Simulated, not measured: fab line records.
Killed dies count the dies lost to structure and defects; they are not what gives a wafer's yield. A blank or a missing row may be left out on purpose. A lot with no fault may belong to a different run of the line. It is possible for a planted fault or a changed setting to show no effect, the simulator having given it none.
fab line records	flow sky130
record lots=7	wafers=21	last-day=52
route steps=708 shown VIA3@582 METAL4@598 PAD_OPEN@708
lots that met no fault: from a run of the same line without faults
start-h: hours from the record's opening day to when the first of the lot's shown wafers began	wait-h: hours elapsed since this lot's preceding step	" same as the row above	L1.1+2: one row covering several wafers at once	- no value present, or no start provided	* or withheld: withheld	< > ~ a bound
route shown NAME@n: names a module that has steps shown in the file, with the first one's number in the route	usual: mean/standard deviation taken from wafers without a fault	same: alike in all rows	chamber/n: place in a boat	sites: per-site readings	_std_site: their standard deviation	_edge_site: the outer-site mean with the inner-site mean subtracted	radius-mm: how far each site lies from the wafer's centre	mask NAME#n: copy n	behind: the last tool/chamber to shape the wafer	hold: why the lot was held/for how many hours/how that ended	device: names the non-switching transistor (n, p or np)	end of line: at the end of the route, the tests of the same wafers	where a step has no rows: the recipe by itself	killed: not the wafer's yield, but the dies lost to structure and defects at the first sort	map: the dies of a wafer, with x for killed, . for not killed, _ for no die there
set.NAME: setting as actually run; set.NAME@STEP: the setting as run at that earlier step	model.NAME: the simulator's own value behind a step, which no gauge read
lots at selected steps of the route; one table per step, one row per wafer
services: a tool's chamber out of use, with start hour (start-h, from the record's first day; less than 0 if before it), hours out, and reason
## steps
# step SKY_VIA3_EXPOSE_09
# recipe mask-id=VIM3	na=0.8	source-shape=annular	sigma-inner=0.55	sigma-outer=0.85	target-cd-nm=200	dose-mj=38
# step SKY_VIA3_PEB_10
# recipe peb-temp-c=withheld	peb-time-s=withheld	resist=KrF-thick
# step SKY_VIA3_DEVELOP_11
# recipe develop-time-s=60	resist=KrF-thick	dev-temp-c=21
# step SKY_VIA3_CD_MEAS_12
# recipe target-cd-nm=200
# usual cd-nm=200.2/1.4
lot.wafer	tool	chamber	start-h	wait-h	cd-nm
L406.2	cd-sem-02	-	966.06	-	199.7
L406.3	"	-	"	"	198.4
L406.6	"	-	"	"	199.7
L413.3	cd-sem-01	-	1025.33	-	202.5
L413.4	"	-	"	"	201.9
L413.5	"	-	"	"	201.1
L414.3	cd-sem-01	-	1027.73	-	202.9
L414.4	"	-	"	"	202.1
L414.6	"	-	"	"	203.4
L416.2	cd-sem-01	-	1042.01	-	200.5
L416.4	"	-	"	"	199.4
L416.6	"	-	"	"	199.8
L424.1	cd-sem-02	-	1103.54	-	202.1
L424.3	"	-	"	"	200.5
L424.6	"	-	"	"	200.1
L428.1	cd-sem-02	-	1118.14	-	198.2
L428.4	"	-	"	"	198.6
L428.5	"	-	"	"	197.2
L429.2	cd-sem-02	-	1121.94	-	199.0
L429.4	"	-	"	"	199.8
L429.5	"	-	"	"	200.6
# step SKY_VIA3_OVL_MEAS_13
# usual VIA3_OVL=-4/5.5
lot.wafer	tool	chamber	start-h	wait-h	VIA3_OVL[nm]
L406.2	overlay-01	-	966.17	0.1	-8
L406.3	"	-	"	"	-8
L406.6	"	-	"	"	-5
L413.3	overlay-02	-	1025.43	0.1	-7
L413.4	"	-	"	"	-11
L413.5	"	-	"	"	-10
L414.3	overlay-01	-	1027.83	0.1	-18
L414.4	"	-	"	"	-4
L414.6	"	-	"	"	-5
L416.2	overlay-02	-	1042.12	0.1	-6
L416.4	"	-	"	"	-8
L416.6	"	-	"	"	-8
L424.1	overlay-01	-	1103.66	0.1	-9
L424.3	"	-	"	"	-7
L424.6	"	-	"	"	-19
L428.1	overlay-01	-	1118.26	0.1	-14
L428.4	"	-	"	"	-13
L428.5	"	-	"	"	-2
L429.2	overlay-01	-	1122.05	0.1	-4
L429.4	"	-	"	"	-3
L429.5	"	-	"	"	-7
# step SKY_VIA3_ETCH_14
# recipe chemistry=N2/H2	target=BARC	ion-energy-ev=200	source-w=500	bias-w=100	pressure-mtorr=30	n2-flow-sccm=100	h2-flow-sccm=200	stop-on=SiO2	time-s=45.9	target-depth-a=600
# usual drypump-motor-current-A=5.7/0.33	oes-product-au=0.855/0.0046	throttle-valve-pct=13.224/0.0095
lot.wafer	tool	chamber	start-h	wait-h	drypump-motor-current-A	oes-product-au	rf-hours-counter-h	throttle-valve-pct
L406.2	rie-diel-03	0	966.20	0.0	5.7	0.857	9	13.233
L406.3	"	1	"	"	6.0	0.862	18	13.227
L406.6	"	2	"	"	5.6	0.862	-	13.235
L413.3	rie-diel-02	1	1025.45	0.0	5.4	0.851	23	13.231
L413.4	"	3	"	"	5.5	0.857	22	13.218
L413.5	"	2	"	"	6.2	0.850	-	13.214
L414.3	rie-diel-01	1	1027.85	0.0	5.9	0.855	15	13.229
L414.4	"	3	"	"	5.1	0.856	-	13.233
L414.6	"	1	"	"	5.9	0.855	-	13.236
L416.2	rie-diel-03	0	1042.15	0.0	5.7	0.854	11	13.229
L416.4	"	3	"	"	5.9	0.854	-	13.214
L416.6	"	0	"	"	5.7	0.852	-	13.228
L424.1	rie-diel-01	2	1103.70	0.0	5.5	0.860	19	13.245
L424.3	"	3	"	"	5.1	0.855	6	13.241
L424.6	"	2	"	"	5.5	0.850	-	13.223
L428.1	rie-diel-03	0	1118.30	0.0	5.7	0.856	13	13.223
L428.4	"	2	"	"	5.6	0.856	14	13.235
L428.5	"	3	"	"	5.9	0.856	-	13.222
L429.2	rie-diel-02	2	1122.08	0.0	6.2	0.855	14	13.224
L429.4	"	0	"	"	5.5	0.859	9	13.214
L429.5	"	2	"	"	6.2	0.852	-	13.228
# step SKY_VIA3_ETCH_15
# recipe target=SiO2	chemistry=C4F8/O2/Ar	target-depth-nm=507	stop-on=TiN	mask-material=KrF-thick	source-w=1500	bias-w=1200	pressure-mtorr=40	c4f8-flow-sccm=withheld	O2_flow_sccm=6	Ar_flow_sccm=300	time-s=78
# usual oes-product-au=0.947/0.0048
lot.wafer	tool	chamber	start-h	wait-h	oes-product-au
L406.2	rie-diel-03	0	966.24	0.0	0.937
L406.3	"	1	"	"	0.938
L406.6	"	2	"	"	0.950
L413.3	rie-diel-02	1	1025.49	0.0	0.947
L413.4	"	3	"	"	0.940
L413.5	"	2	"	"	0.945
L414.3	rie-diel-01	1	1027.89	0.0	0.947
L414.4	"	3	"	"	0.945
L414.6	"	1	"	"	0.949
L416.2	rie-diel-03	0	1042.19	0.0	0.943
L416.4	"	3	"	"	0.942
L416.6	"	0	"	"	0.942
L424.1	rie-diel-01	2	1103.74	0.0	0.948
L424.3	"	3	"	"	0.952
L424.6	"	2	"	"	0.946
L428.1	rie-diel-03	0	1118.34	0.0	0.950
L428.4	"	2	"	"	0.948
L428.5	"	3	"	"	0.943
L429.2	rie-diel-02	2	1122.12	0.0	0.945
L429.4	"	0	"	"	0.948
L429.5	"	2	"	"	0.941
# step SKY_VIA3_STRIP_16
# recipe chemistry=O2/N2	power-w=1400	pressure-mtorr=1500	platen-temp-c=withheld	o2-flow-sccm=3000	n2-flow-sccm=300	overash-fraction=0.5
# usual drypump-motor-current-A=5.8/0.57	oes-product-au=0.403/0.0045	strip-time-to-endpoint-s=4.152/0.026
lot.wafer	tool	chamber	start-h	wait-h	drypump-motor-current-A	oes-product-au	rf-hours-counter-h	strip-time-to-endpoint-s
L406.2	plasma-asher-02	0	966.30	0.0	5.6	0.399	21	4.169
L406.3	"	1	"	"	6.0	0.399	-	4.160
L406.6	"	0	"	"	5.5	0.402	-	4.177
L413.3	plasma-asher-02	0	1025.59	0.1	5.6	0.413	-	4.142
L413.4	"	1	"	"	6.0	0.395	-	4.102
L413.5	"	1	"	"	6.0	0.406	-	4.105
L414.3	plasma-asher-01	0	1027.98	0.1	5.8	0.402	-	4.122
L414.4	"	1	"	"	6.0	0.401	-	4.108
L414.6	"	1	"	"	6.1	0.404	-	4.125
L416.2	plasma-asher-02	0	1042.25	0.0	5.6	0.397	29	4.116
L416.4	"	0	"	"	5.6	0.407	-	4.159
L416.6	"	1	"	"	6.0	0.403	-	4.137
L424.1	plasma-asher-03	1	1103.80	0.0	6.7	0.403	66	4.127
L424.3	"	1	"	"	6.7	0.415	-	4.141
L424.6	"	1	"	"	6.7	0.403	-	4.137
L428.1	plasma-asher-03	1	1118.40	0.0	6.7	0.401	67	4.153
L428.4	"	0	"	"	5.0	0.403	-	4.157
L428.5	"	1	"	"	6.7	0.397	-	4.168
L429.2	plasma-asher-02	0	1122.18	0.0	5.5	0.398	37	4.115
L429.4	"	1	"	"	6.0	0.394	-	4.151
L429.5	"	0	"	"	5.6	0.395	-	4.116
# step SKY_VIA3_STRIP_17
# recipe chemistry=post-etch-residue-remover	time-s=1200	temp-c=72.5
# step SKY_VIA3_CLEAN_18
# recipe chemistry=IPA	time-s=180	temp-c=25
# step SKY_VIA3_CLEAN_19
# recipe chemistry=O3/DIW	dry=n2-spin
# step SKY_VIA3_SPUTTER_20
# recipe material=TiN	target-thk-nm=20	chamber-pressure-pa=5	power-w=4000	time-s=80
# usual throttle-valve-pct=30.4/1.1
lot.wafer	tool	chamber	start-h	wait-h	throttle-valve-pct
L406.2	pvd-sputter-02	-	966.89	0.0	32.3
L406.3	"	-	"	"	29.4
L406.6	"	-	"	"	30.7
L413.3	pvd-sputter-02	-	1026.15	0.0	30.9
L413.4	"	-	"	"	29.5
L413.5	"	-	"	"	32.3
L414.3	pvd-sputter-02	-	1028.54	0.0	29.3
L414.4	"	-	"	"	30.9
L414.6	"	-	"	"	29.4
L416.2	pvd-sputter-04	-	1042.84	0.0	30.5
L416.4	"	-	"	"	29.6
L416.6	"	-	"	"	30.6
L424.1	pvd-sputter-04	-	1104.39	0.0	29.4
L424.3	"	-	"	"	30.6
L424.6	"	-	"	"	29.3
L428.1	pvd-sputter-02	-	1119.01	0.0	30.9
L428.4	"	-	"	"	31.1
L428.5	"	-	"	"	30.9
L429.2	pvd-sputter-04	-	1122.78	0.0	29.7
L429.4	"	-	"	"	30.5
L429.5	"	-	"	"	29.8
# step SKY_VIA3_CVD_21
# recipe material=W	target-thk-nm=390	time-s=117.31	temp-c=400	pressure-torr=40
# usual heater-power-w=818/79
lot.wafer	tool	chamber	start-h	wait-h	heater-power-w	model.W_of_VIA3_CVD_21.thk-nm
L406.2	cvd-w-01	1	966.95	0.0	797	395.1
L406.3	"	1	"	"	776	390.5
L406.6	"	0	"	"	684	400
L413.3	cvd-w-02	0	1026.25	0.1	915	388.5
L413.4	"	1	"	"	826	282.9
L413.5	"	1	"	"	824	391.1
L414.3	cvd-w-02	1	1028.65	0.1	812	388.5
L414.4	"	0	"	"	902	275.7
L414.6	"	1	"	"	823	387.5
L416.2	cvd-w-02	1	1042.91	0.0	820	385.6
L416.4	"	0	"	"	914	281.2
L416.6	"	1	"	"	798	385.9
L424.1	cvd-w-02	1	1104.45	0.0	816	384.4
L424.3	"	1	"	"	795	382.1
L424.6	"	1	"	"	809	381.7
L428.1	cvd-w-02	1	1119.07	0.0	827	386.7
L428.4	"	0	"	"	902	388.8
L428.5	"	0	"	"	912	393.4
L429.2	cvd-w-01	1	1122.84	0.0	819	391
L429.4	"	0	"	"	672	395.1
L429.5	"	0	"	"	695	392.4
# step SKY_VIA3_RS_MEAS_22
# recipe thk-meas-gauge=four-point-probe	reads=W_of_VIA3_CVD_21+TiN_of_VIA3_SPUTTER_20
# usual VIA3_W_RS=0.295/0.004
lot.wafer	tool	chamber	start-h	wait-h	hold	VIA3_W_RS[ohm/sq]
L406.2	film-metro-01	-	967.10	0.1	-	0.290
L406.3	"	-	"	"	-	0.294
L406.6	"	-	"	"	-	0.286
L413.3	film-metro-02	-	1026.37	0.1	await-dispo/0.2h/release	0.295
L413.4	"	-	"	"	await-dispo/0.2h/release	0.407
L413.5	"	-	"	"	await-dispo/0.2h/release	0.294
L413.3	film-metro-02	-	1026.66	0.3	-	0.296
L413.4	"	-	"	"	-	0.408
L413.5	"	-	"	"	-	0.293
L414.3	film-metro-02	-	1028.77	0.1	await-dispo/0.2h/release	0.296
L414.4	"	-	"	"	await-dispo/0.2h/release	0.419
L414.6	"	-	"	"	await-dispo/0.2h/release	0.296
L414.3	film-metro-02	-	1029.05	0.3	-	0.296
L414.4	"	-	"	"	-	0.419
L414.6	"	-	"	"	-	0.297
L416.2	film-metro-01	-	1043.05	0.1	await-dispo/0.2h/release	0.297
L416.4	"	-	"	"	await-dispo/0.2h/release	0.409
L416.6	"	-	"	"	await-dispo/0.2h/release	0.297
L416.2	film-metro-01	-	1043.34	0.3	-	0.298
L416.4	"	-	"	"	-	0.409
L416.6	"	-	"	"	-	0.297
L424.1	film-metro-04	-	1104.58	0.1	-	0.298
L424.3	"	-	"	"	-	0.299
L424.6	"	-	"	"	-	0.301
L428.1	film-metro-02	-	1119.19	0.1	-	0.297
L428.4	"	-	"	"	-	0.295
L428.5	"	-	"	"	-	0.292
L429.2	film-metro-04	-	1122.98	0.1	-	0.293
L429.4	"	-	"	"	-	0.290
L429.5	"	-	"	"	-	0.292
# step SKY_VIA3_THK_MEAS_23
# recipe thk-meas-gauge=xrf	reads=W_of_VIA3_CVD_21
# usual VIA3_W_THK=392/5.9
lot.wafer	tool	chamber	start-h	wait-h	hold	VIA3_W_THK[nm]
L406.2	film-metro-01	-	967.21	0.1	-	399
L406.3	"	-	"	"	-	393
L406.6	"	-	"	"	-	400
L413.3	film-metro-02	-	1028.06	1.4	await-dispo/0.2h/release	392
L413.4	"	-	"	"	await-dispo/0.2h/release	283
L413.5	"	-	"	"	await-dispo/0.2h/release	396
L413.3	film-metro-02	-	1028.29	0.2	-	392
L413.4	"	-	"	"	-	286
L413.5	"	-	"	"	-	391
L414.3	film-metro-02	-	1031.92	2.8	await-dispo/0.2h/release	392
L414.4	"	-	"	"	await-dispo/0.2h/release	278
L414.6	"	-	"	"	await-dispo/0.2h/release	388
L414.3	film-metro-02	-	1032.14	0.2	-	392
L414.4	"	-	"	"	-	279
L414.6	"	-	"	"	-	390
L416.2	film-metro-01	-	1046.07	2.7	await-dispo/0.2h/release	386
L416.4	"	-	"	"	await-dispo/0.2h/release	282
L416.6	"	-	"	"	await-dispo/0.2h/release	386
L416.2	film-metro-01	-	1046.29	0.2	-	385
L416.4	"	-	"	"	-	280
L416.6	"	-	"	"	-	383
L424.1	film-metro-04	-	1104.70	0.1	-	388
L424.3	"	-	"	"	-	385
L424.6	"	-	"	"	-	385
L428.1	film-metro-02	-	1119.31	0.1	-	389
L428.4	"	-	"	"	-	389
L428.5	"	-	"	"	-	395
L429.2	film-metro-04	-	1123.09	0.1	-	394
L429.4	"	-	"	"	-	399
L429.5	"	-	"	"	-	396
# step SKY_VIA3_CMP_24
# recipe stop-on=SiO2	t-overpolish-s=20	down-force-psi=3.5	platen-rpm=60	target-thk-nm=0	pad-velocity-m-s=0.94248
# usual motor-current-A=10.5/0.89	slurry-filter-dp-kPa=13.51/0.15	time-to-endpoint-s=94/3.3
lot.wafer	tool	chamber	start-h	wait-h	hold	motor-current-A	slurry-filter-dp-kPa	time-to-endpoint-s
L406.3	cmp-01	3	967.37	0.1	-	12.3	13.39	90
L406.2	"	0	"	"	-	10.0	13.35	97
L406.6	"	3	"	"	-	12.2	13.56	92
L413.4	cmp-01	0	1031.88	3.6	await-dispo/3.5h/release	9.6	13.44	68
L413.3	"	2	"	"	await-dispo/3.5h/release	10.0	13.61	89
L413.5	"	0	"	"	await-dispo/3.5h/release	9.8	13.46	91
L414.3	cmp-01	1	1035.05	2.9	await-dispo/2.5h/release	12.3	13.39	92
L414.4	"	2	"	"	await-dispo/2.5h/release	9.6	13.54	68
L414.6	"	0	"	"	await-dispo/2.5h/release	9.5	13.46	94
L416.4	cmp-02	2	1048.43	2.1	await-dispo/2.1h/release	10.4	13.66	63
L416.2	"	0	"	"	await-dispo/2.1h/release	10.1	13.44	92
L416.6	"	3	"	"	await-dispo/2.1h/release	10.2	13.58	90
L424.1	cmp-01	0	1104.81	0.1	-	9.7	13.40	97
L424.3	"	2	"	"	-	9.5	13.50	91
L424.6	"	0	"	"	-	9.7	13.44	93
L428.1	cmp-02	3	1119.37	0.1	-	10.9	13.63	95
L428.4	"	1	"	"	-	11.5	13.48	91
L428.5	"	0	"	"	-	10.1	13.40	99
L429.4	cmp-01	1	1123.24	0.1	-	11.3	13.45	95
L429.2	"	2	"	"	-	9.8	13.70	94
L429.5	"	2	"	"	-	9.8	13.27	92
# step SKY_METAL4_SPUTTER_00
# recipe material=Ti	target-thk-nm=15	power-w=2953	time-s=10	chamber-pressure-pa=0.4
# usual throttle-valve-pct=30.4/0.82
lot.wafer	tool	chamber	start-h	wait-h	throttle-valve-pct
L406.2	pvd-sputter-04	-	967.67	0.2	30.4
L406.3	"	-	"	"	29.6
L406.6	"	-	"	"	31.3
L413.3	pvd-sputter-04	-	1032.19	0.2	29.6
L413.4	"	-	"	"	30.3
L413.5	"	-	"	"	29.7
L414.3	pvd-sputter-01	-	1035.25	0.1	30.6
L414.4	"	-	"	"	29.5
L414.6	"	-	"	"	29.7
L416.2	pvd-sputter-02	-	1048.82	0.2	31.0
L416.4	"	-	"	"	29.5
L416.6	"	-	"	"	31.0
L424.1	pvd-sputter-02	-	1105.06	0.2	30.9
L424.3	"	-	"	"	29.2
L424.6	"	-	"	"	29.5
L428.1	pvd-sputter-01	-	1119.67	0.2	29.7
L428.4	"	-	"	"	29.7
L428.5	"	-	"	"	29.9
L429.2	pvd-sputter-01	-	1123.54	0.2	30.0
L429.4	"	-	"	"	30.0
L429.5	"	-	"	"	29.9
# step SKY_PAD_OPEN_PROBE_99
# usual defect-limited-yield=82.5/1.9	killed_at_M0_to_M3=44/7.1	killed_at_M4_up=3.3/1.9	killed-at-contacts=24/5.3	killed-at-front-end=15/4.5	killed-at-other=0.3/0.55	killed-dies=86/9.5	killed-open=46/7.3	killed-short=39/6.4	sort_bin_3_pad_short=0.9/0.43	sort_bin_5_function=10.3/1.4	sort_bin_6_memory=6.3/1	sort-n-pass=406/9.5	sort-yield-pct=82.5/1.9
# same gross-dies=492	killed-at-back-side=0	sort_bin_4_leakage[%]=0	sort_bin_8_speed[%]=0
lot.wafer	tool	chamber	start-h	wait-h	defect-limited-yield[%]	killed_at_M0_to_M3	killed_at_M4_up	killed-at-contacts	killed-at-front-end	killed-at-other	killed-dies	killed-open	killed-short	sort_bin_3_pad_short[%]	sort_bin_5_function[%]	sort_bin_6_memory[%]	sort-n-pass	sort-yield-pct[%]
L413.3	prober-01	-	1165.30	0.2	81.7	40	5	29	15	1	90	58	32	0.2	11.4	6.7	402	81.7
L413.4	prober-01	-	1165.35	0.2	85.0	38	5	16	15	0	74	34	39	0.6	8.5	5.9	418	85.0
L413.5	prober-01	-	1165.40	0.2	85.2	35	7	23	8	0	73	42	30	0.6	8.9	5.3	419	85.2
L414.3	prober-02	-	1165.55	0.2	85.0	36	3	22	13	0	74	44	30	0.6	8.9	5.5	418	85.0
L414.4	prober-02	-	1165.60	0.2	85.6	30	4	22	15	0	71	38	32	0.6	8.3	5.5	421	85.6
L414.6	prober-02	-	1165.70	0.2	83.3	38	4	26	14	0	82	44	38	0.6	8.9	7.1	410	83.3
# killed by level:class
L413.3 LI_CONTACT:geometric-particle:open=13 CONTACT:geometric-particle:open=10 VIA1:geometric-particle:open=10 METAL2:geometric-particle:short=6 FIELD_ISO:geometric-particle:open=5 VIA2:geometric-particle:open=5 VIA3:geometric-particle:open=5 METAL4:geometric-particle:short=4
L413.4 VIA1:geometric-particle:open=6 METAL1:geometric-particle:short=6 METAL2:geometric-particle:short=6 VIA3:geometric-particle:open=6 VIA2:geometric-particle:open=5 FIELD_ISO:geometric-particle:short=4 POLY_GATE:geometric-particle:open=4 LOCAL_INTERCONNECT:geometric-particle:short=4
L413.5 CONTACT:geometric-particle:open=9 VIA1:geometric-particle:open=8 LI_CONTACT:geometric-particle:open=5 VIA1:geometric-particle:short=5 VIA2:geometric-particle:open=5 CONTACT:geometric-particle:short=4 VIA3:geometric-particle:open=4 LOCAL_INTERCONNECT:geometric-particle:short=3
L414.3 VIA3:geometric-particle:open=10 VIA1:geometric-particle:open=10 LI_CONTACT:geometric-particle:open=7 CONTACT:geometric-particle:open=6 LOCAL_INTERCONNECT:geometric-particle:short=6 FIELD_ISO:geometric-particle:open=4 POLY_GATE:geometric-particle:short=4 VIA2:geometric-particle:short=4
L414.4 CONTACT:geometric-particle:open=12 VIA2:geometric-particle:open=6 METAL3:geometric-particle:short=5 FIELD_ISO:geometric-particle:open=4 FIELD_ISO:geometric-particle:short=4 POLY_GATE:geometric-particle:open=4 VIA3:geometric-particle:open=4 CONTACT:geometric-particle:short=4
L414.6 VIA1:geometric-particle:open=10 CONTACT:geometric-particle:open=9 FIELD_ISO:geometric-particle:open=6 VIA1:geometric-particle:short=6 CONTACT:geometric-particle:short=6 METAL1:geometric-particle:short=6 VIA3:geometric-particle:open=6 LOCAL_INTERCONNECT:geometric-particle:short=5
## services
tool	chamber	start-h	hours	kind
rie-diel-02	3	943.43	16.5	repair
rie-diel-01	-	949.81	0.5	repair
rie-diel-01	1	951.69	5.0	repair
pvd-sputter-04	-	951.74	1.5	repair
plasma-asher-02	-	951.94	1.3	repair
rie-diel-03	1	967.80	5.9	repair
cvd-w-02	0	991.04	2.6	repair
rie-diel-02	3	1004.32	8.2	repair
pvd-sputter-01	-	1011.13	2.7	repair
cmp-01	-	1015.03	1.7	repair
rie-diel-02	2	1015.94	8.9	repair
rie-diel-01	0	1016.83	21.2	repair
rie-diel-03	2	1018.99	2.5	repair
pvd-sputter-04	-	1024.35	2.1	repair
rie-diel-03	2	1041.60	8.4	repair
rie-diel-02	2	1046.80	9.8	repair
rie-diel-03	0	1059.34	14.8	repair
rie-diel-03	3	1070.42	1.5	repair
rie-diel-01	1	1075.17	5.0	repair
cvd-w-02	-	1077.41	6.0	pm
plasma-asher-02	-	1078.47	2.8	pm
cmp-01	-	1084.26	4.0	pm
rie-diel-03	2	1088.00	5.4	repair
rie-diel-03	-	1121.72	0.6	repair
## key
first-sign step=SKY_VIA3_RS_MEAS_22	reading=visit	direction=added
effect step=SKY_VIA3_RS_MEAS_22	reading=VIA3_W_RS	direction=up	sigmas=29	usual=0.295	struck=0.412
effect step=SKY_VIA3_THK_MEAS_23	reading=visit	direction=added
effect step=SKY_VIA3_THK_MEAS_23	reading=VIA3_W_THK	direction=down	sigmas=19	usual=392	struck=281
effect step=SKY_VIA3_CMP_24	reading=time-to-endpoint-s	direction=down	sigmas=8.4	usual=*	struck=*
model-effect step=SKY_VIA3_CVD_21	value=W_of_VIA3_CVD_21.thk-nm	without=386.8	struck=280
met-at SKY_VIA3_CVD_21
struck-wafers L413.4,L414.4,L416.4
fault kind=process-parameter-drift	tool=cvd-w-02	chamber=-	onset-h=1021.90	steps=SKY_VIA3_CVD_21	channel=target-thk-nm	offset=-107.34	shape=step	end-h=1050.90	scope=struck-wafers-only	acts-in=these-recipes-only	stated=390
